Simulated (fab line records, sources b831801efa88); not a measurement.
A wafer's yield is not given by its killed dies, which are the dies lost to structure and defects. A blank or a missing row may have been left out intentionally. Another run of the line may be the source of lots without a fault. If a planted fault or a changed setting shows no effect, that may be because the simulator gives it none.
Comparing a struck lot with a sound one	flow sky130	16 steps out of a route of 708
Sound: these wafers, L486.1, L486.3, L486.4. Struck: wafers L492.5, L492.6. The cause is given at the end.
Each step with rows lists, per side, the tool, then ch with its chambers, then its first start. Under that, the readings that differ: sound wafers	struck wafers	difference of the means	sigmas: that difference in standard deviations of wafers without a fault.
alike: words and numbers the same on both sides, and readings whose means are apart by under 2 such deviations; not compared: readings that were withheld, readings missing a value for some wafer, numbers with overlapping values and no deviation given by the record, and bounds like >300 which may hide the same value.
A row with sigmas, a row that says differs or no value, or rows on one side alone: a step with any of these is where the two part. When numbers do not overlap yet have no deviation, they are printed without sigmas and do not part them. A reading that every wafer of one side lacks parts them only if that side has two wafers or more.

SKY_NWELL_RS_MEAS_29: measurement is done with a four-point probe.
  sound on film metro-01, day 5 12:20; struck on film metro-01, day 6 23:44
  alike: NWELL_RS
SKY_NWELL_RS_MEAS_31: measurement is done with a four-point probe.
  sound on film metro-01, day 5 12:35; struck on film metro-01, day 6 23:59
  alike: PWDE_RS
then, 7 steps without rows for these wafers: SKY_VT_ADJUST_HVTP_DEHYDRATE_00 (time 60 s); SKY_VT_ADJUST_HVTP_HMDS_01 (prime time 60 s); SKY_VT_ADJUST_HVTP_COAT_02 (resist thk 1140 nm); SKY_VT_ADJUST_HVTP_SOFTBAKE_03 (time 60 s); SKY_VT_ADJUST_HVTP_EXPOSE_04 (exposes mask HVTPM, target cd 380 nm); SKY_VT_ADJUST_HVTP_PEB_05; SKY_VT_ADJUST_HVTP_DEVELOP_06 (develop time 60 s).
SKY_VT_ADJUST_HVTP_CD_MEAS_07: the cd target is 380 nm.
  sound on cd sem-01, day 6 07:25; struck on cd sem-02, day 7 19:26
reading	sound	struck	difference	sigmas
cd nm (nm)	386.1 384.1 383.7	379.5 376.1	-6.8	-3
SKY_VT_ADJUST_HVTP_OVL_MEAS_08:
  sound on overlay-01, day 6 07:32; struck on overlay-02, day 7 19:31
  alike: VT_ADJUST_HVTP_OVL
SKY_VT_ADJUST_HVTP_IMPLANT_09:
  sound on implanter-04 ch 0, day 6 07:34; struck on implanter-02 ch 0, day 7 19:37
SKY_VT_ADJUST_HVTP_STRIP_10: strips in O2/N2.
  sound on plasma asher-03 ch 0,1, day 6 07:43; struck on plasma asher-01 ch 0,1, day 7 19:44
  alike: drypump motor current A, oes product au, strip time to endpoint s
  not compared: rf hours counter h
SKY_VT_ADJUST_HVTP_TW_MEAS_11:
  sound on film metro-01, day 6 07:49; struck on film metro-02, day 7 19:49
reading	sound	struck	difference	sigmas
VT_ADJUST_HVTP_TW	1344 1351 1348	1298 1298	-50	-4
then, 1 step without rows for these wafers: SKY_VT_ADJUST_LVTN_DEHYDRATE_00 (time 60 s).
-- here the record skips 40 days between the struck wafers' starts before and after, leaving off in module VT_ADJUST_LVTN and picking up in module PAD_OPEN (first step shown: number 708 of the route) --
SKY_PAD_OPEN_PROBE_99:
  sound on prober-01, day 47 01:29; struck on prober-02, day 48 03:46
reading	sound	struck	difference	sigmas
model.etest.tip p.rs ohm sq	6925 6930 6977	6154 6232	-751	
model.etest.tip p.rs ohm sq range	196.6 152.8 219.8	739.8 817.2	+588.8	
model.etest.tip p.rs ohm sq rim less centre	4.375 -60.47 25.38	302.9 378.5	+350.9	
model.etest.pfet_01v8.r on ohm um	2832 2907 2873	2715 2674	-176	
model.etest.pfet_01v8.drive ua um	198.3 189.5 194.4	220.6 224.9	+28.7	
model.etest.pfet_01v8_mvt.drive ua um	154.8 150.2 152.9	182.9 186.1	+31.9	
model.etest.pfet_01v8.drive ua um range	8.624 8.217 5.844	35.25 42.29	+31.21	
model.etest.pfet_01v8_hvt.drive ua um	147.8 140.7 145.1	159.4 163.7	+17.0	
  alike: killed_at_M0_to_M3, killed_at_M4_up, killed at contacts, killed at front end, killed at other, killed dies, killed open, killed short

WHERE THEY PART
Earliest at SKY_VT_ADJUST_HVTP_CD_MEAS_07; latest, in this record, at SKY_VT_ADJUST_HVTP_TW_MEAS_11. Later steps at which nothing parts them and some readings are alike: SKY_PAD_OPEN_PROBE_99.

WHY: whatever the simulator had introduced
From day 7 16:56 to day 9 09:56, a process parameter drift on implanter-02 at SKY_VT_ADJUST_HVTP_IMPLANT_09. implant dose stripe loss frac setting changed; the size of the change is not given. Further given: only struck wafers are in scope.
